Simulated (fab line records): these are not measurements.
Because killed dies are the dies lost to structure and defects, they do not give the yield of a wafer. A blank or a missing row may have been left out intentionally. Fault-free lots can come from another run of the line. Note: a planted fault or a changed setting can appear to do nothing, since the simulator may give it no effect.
Comparing a struck lot with a sound one / flow sky130 / 14 steps out of a route of 708
Sound: wafers L704.2, L704.4, L704.5. Struck: wafers L700.4, L700.5, L700.6. The cause comes at the end.
Order at every step that has rows: each side's tool, ch and its chambers, its first start. Under that, the readings that differ: sound wafers / struck wafers / difference of the means / sigmas: that difference in standard deviations of wafers without a fault.
alike: same words and numbers on both sides, and readings whose means sit less than 2 such deviations apart. not compared: any withheld reading, any reading some wafer has no value for, any bound like >300 that may hide the same value, and any number with overlapping values for which the record gives no deviation.
A row with sigmas, a row that says differs or no value, or rows on one side alone: a step with any of these is where the two part. Non-overlapping numbers with no deviation appear without sigmas and do not part them. A reading that every wafer of one side lacks parts them only if that side has two wafers or more.

first, 8 steps without rows for these wafers: SKY_POLY_CUT_DEHYDRATE_00 (time 60 s); SKY_POLY_CUT_HMDS_01 (prime time 60 s); SKY_POLY_CUT_COAT_02 (resist thk 60 nm); SKY_POLY_CUT_COAT_03 (resist thk 450 nm); SKY_POLY_CUT_SOFTBAKE_04 (time 90 s); SKY_POLY_CUT_EXPOSE_05 (exposes mask NPCM, target cd 270 nm); SKY_POLY_CUT_PEB_06; SKY_POLY_CUT_DEVELOP_07 (develop time 60 s).
SKY_POLY_CUT_CD_MEAS_08: target cd 270 nm.
  sound on cd_sem-01, day 27 08:46; struck on cd_sem-02, day 25 19:12
  alike: cd_nm
SKY_POLY_CUT_OVL_MEAS_09:
  sound on overlay-01, day 27 08:52; struck on overlay-02, day 25 19:17
  alike: POLY_CUT_OVL
SKY_POLY_CUT_ETCH_10: etches BARC in N2/H2, stops on SiO2, time 45.9 s, target depth 60 nm.
  sound on rie_diel-04 ch 0,1, day 27 08:54; struck on rie_diel-04 ch 0,3, day 25 19:18
  alike: drypump_motor_current_A, oes_product_au, throttle_valve_pct
  not compared: rf_hours_counter_h
SKY_POLY_CUT_ETCH_11: etches Si3N4 in CF4/CH2F2/Ar, stops on poly-Si, time 43.17 s, target depth 60 nm.
  sound on rie_diel-04 ch 0,1, day 27 08:56; struck on rie_diel-04 ch 0,3, day 25 19:20
  alike: drypump_motor_current_A, oes_product_au, throttle_valve_pct
  not compared: rf_hours_counter_h
SKY_POLY_CUT_STRIP_12: strips in O2/N2.
  sound on plasma_asher-04 ch 0,1, day 27 08:59; struck on plasma_asher-01 ch 0,1, day 25 19:25
  no value came back on the struck wafers for chamber_pressure_mTorr (mTorr), drypump_motor_current_A (A), oes_product_au (a.u.), strip_time_to_endpoint_s (s); on the sound wafers chamber_pressure_mTorr (mTorr) reads 1500.6 1498.7 1499.8
reading=model.KrF-thick_of_POLY_CUT_COAT_03.thk_nm (nm); sound=0 0 0; struck=409.1 408.7 408.8; difference=+408.9; sigmas=
  not compared: rf_hours_counter_h
-- the record jumps here: 21 days lie between the struck wafers' starts before and after (it left off in module POLY_CUT and takes up again in module PAD_OPEN, whose first step shown is number 708 of the route) --
SKY_PAD_OPEN_PROBE_99:
  sound on prober-02, day 48 00:25; struck on prober-02, day 46 20:06
reading=killed_at_front_end; sound=21 14 12; struck=416 418 429; difference=+405; sigmas=+88
reading=killed_dies; sound=93 90 90; struck=492 492 492; difference=+401; sigmas=+48
reading=killed_on_rim; sound=9 20 23; struck=96 96 96; difference=+79; sigmas=+20
  alike: killed_at_M0_to_M3, killed_at_M4_up, killed_at_contacts, killed_at_other, killed_open, killed_short

WHERE THEY PART
First at SKY_POLY_CUT_STRIP_12; last, within this record, at SKY_PAD_OPEN_PROBE_99.

WHY: whatever the simulator had introduced
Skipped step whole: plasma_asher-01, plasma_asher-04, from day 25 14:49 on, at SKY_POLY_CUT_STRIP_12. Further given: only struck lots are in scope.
